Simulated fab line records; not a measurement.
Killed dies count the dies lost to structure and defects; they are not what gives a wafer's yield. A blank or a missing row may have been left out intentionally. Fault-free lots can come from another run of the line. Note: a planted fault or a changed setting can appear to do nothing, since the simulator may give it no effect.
A struck lot beside a sound one | flow sky130 | 35 out of 708 route steps
Sound: the wafers L215.1, L215.4, L215.6. Wafers struck: L221.2, L221.4, L221.6. Last of all comes the cause.
Each step with rows lists, per side, the tool, then ch with its chambers, then its first start. Under that, the readings that differ: sound wafers | struck wafers | difference of the means | sigmas: that difference in standard deviations of wafers without a fault.
alike: readings with means less than 2 such deviations apart, plus words and numbers identical on both sides. not compared: withheld readings, readings lacking a value on some wafer, bounds such as >300 that could conceal the same value, and numbers that have no deviation in the record and whose values overlap.
Wherever a step has rows on one side only, a row that says differs or no value, or a row with sigmas, the two part there. Numbers that have no deviation but don't overlap get no sigmas and don't part them. Lack of a reading on every wafer of one side parts them only where that side has two or more wafers.

SKY_SD_P_CD_MEAS_07 targets a cd of 380 nm.
  sound: cdSem-01 at day 27 15:44; struck: cdSem-02 at day 29 16:55
  alike: cdNm
SKY_SD_P_OVL_MEAS_08:
  sound: overlay-02 at day 27 15:51; struck: overlay-01 at day 29 17:02
  alike: SD_P_OVL
after that, 1 step had no rows for these wafers: SKY_SD_P_IMPLANT_09.
SKY_SD_P_STRIP_10: strips in O2/N2.
  sound on plasmaAsher-02 ch 1, day 27 16:02; struck on plasmaAsher-01 ch 0,1, day 29 17:13
  alike: drypumpMotorCurrentA, oesProductAu, stripTimeToEndpointS
  not compared: rfHoursCounterH
SKY_SD_P_TW_MEAS_11:
  sound: filmMetro-03 at day 27 16:08; struck: filmMetro-04 at day 29 17:19
  alike: SD_P_TW
then, 7 steps without rows for these wafers: SKY_RES_XHIGH_DEHYDRATE_00 (time 60 s); SKY_RES_XHIGH_HMDS_01 (prime time 60 s); SKY_RES_XHIGH_COAT_02 (resist thk 1140 nm); SKY_RES_XHIGH_SOFTBAKE_03 (time 60 s); SKY_RES_XHIGH_EXPOSE_04 (exposes mask URPM, target cd 1270 nm); SKY_RES_XHIGH_PEB_05; SKY_RES_XHIGH_DEVELOP_06 (develop time 60 s).
SKY_RES_XHIGH_IMPLANT_07:
  sound on implanter-02 ch 0, day 28 20:45; struck on implanter-04 ch 0, day 30 21:30
  alike: tiltDeg
SKY_RES_XHIGH_STRIP_08: strips in O2/N2.
  sound on plasmaAsher-01 ch 0,1, day 28 20:54; struck on plasmaAsher-01 ch 0,1, day 30 21:38
  alike: drypumpMotorCurrentA, oesProductAu, stripTimeToEndpointS
  not compared: rfHoursCounterH
SKY_RES_XHIGH_TW_MEAS_09:
  sound: filmMetro-03 at day 28 21:00; struck: filmMetro-03 at day 30 21:44
  alike: RES_XHIGH_TW
then, 7 steps without rows for these wafers: SKY_SD_N_DEHYDRATE_00 (time 60 s); SKY_SD_N_HMDS_01 (prime time 60 s); SKY_SD_N_COAT_02 (resist thk 1140 nm); SKY_SD_N_SOFTBAKE_03 (time 60 s); SKY_SD_N_EXPOSE_04 (exposes mask NSDM, target cd 380 nm); SKY_SD_N_PEB_05; SKY_SD_N_DEVELOP_06 (develop time 60 s).
SKY_SD_N_CD_MEAS_07 targets a cd of 380 nm.
  sound: cdSem-02 at day 30 01:29; struck: cdSem-02 at day 32 02:21
  alike: cdNm
SKY_SD_N_OVL_MEAS_08:
  sound: overlay-02 at day 30 01:36; struck: overlay-02 at day 32 02:28
  alike: SD_N_OVL
then, 2 steps without rows for these wafers: SKY_SD_N_IMPLANT_09; SKY_SD_N_IMPLANT_10.
SKY_SD_N_STRIP_11: strips in O2/N2.
  sound on plasmaAsher-02 ch 0,1, day 30 01:56; struck on plasmaAsher-02 ch 0, day 32 02:47
  alike: drypumpMotorCurrentA, oesProductAu, stripTimeToEndpointS
  not compared: rfHoursCounterH
SKY_SD_N_TW_MEAS_12:
  sound: filmMetro-04 at day 30 02:02; struck: filmMetro-01 at day 32 02:54
  alike: SD_N_TW
then, 1 step without rows for these wafers: SKY_SD_N_CLEAN_13 (cleans in SC1/SC2, time 150 s).
SKY_SD_N_RTA_14: time 2 s.
  sound on rtpAnneal-02 ch 0, day 30 02:09; struck on rtpAnneal-02 ch 0, day 32 03:01
  alike: annealTempCMax, lampPowerPct, wafer_temp_C_max
SKY_SD_N_RS_MEAS_16: measurement is done with a four-point probe.
  sound: filmMetro-01 at day 30 02:19; struck: filmMetro-04 at day 32 03:11
  alike: SD_N_RS
SKY_SD_N_RS_MEAS_17: measurement is done with a four-point probe.
  sound: filmMetro-01 at day 30 02:26; struck: filmMetro-04 at day 32 03:19
  alike: SD_P_RS
SKY_SD_N_RS_MEAS_18: measurement is done with a four-point probe.
  sound: filmMetro-01 at day 30 02:34; struck: filmMetro-04 at day 32 03:26
reading               | sound             | struck            | difference | sigmas
RES_XHIGH_RS (ohm/sq) | 334.9 334.1 334.2 | 354.2 354.7 354.5 | +20.1      | +14
then, 1 step without rows for these wafers: SKY_SALICIDE_CLEAN_00 (cleans in HF-last, time 30 s).
-- the record jumps here: 17 days lie between the struck wafers' starts before and after (it left off in module SALICIDE and takes up again in module PAD_OPEN, whose first step shown is number 708 of the route) --
SKY_PAD_OPEN_PROBE_99:
  sound: prober-01 at day 47 15:15; struck: prober-02 at day 48 23:02
reading                                     | sound             | struck            | difference | sigmas
killedShort                                 | 34 35 25          | 57 33 45          | +14        | +2
model.etest.resXhighPo.rsOhmSqRange         | 69.63 54.11 38.32 | 1518 1494 1527    | +1459      | 
model.etest.resXhighPo.rsOhmSqRimLessCentre | 23.58 36.33 12.32 | 406.3 406.1 401.9 | +380.7     | 
  alike: killed_at_M0_to_M3, killed_at_M4_up, killedAtContacts, killedAtFrontEnd, killedAtOther, killedDies, killedOpen

WHERE THEY PART
Last at SKY_PAD_OPEN_PROBE_99 as far as this record goes, first at SKY_SD_N_RS_MEAS_18.

WHY: what the simulator had put in
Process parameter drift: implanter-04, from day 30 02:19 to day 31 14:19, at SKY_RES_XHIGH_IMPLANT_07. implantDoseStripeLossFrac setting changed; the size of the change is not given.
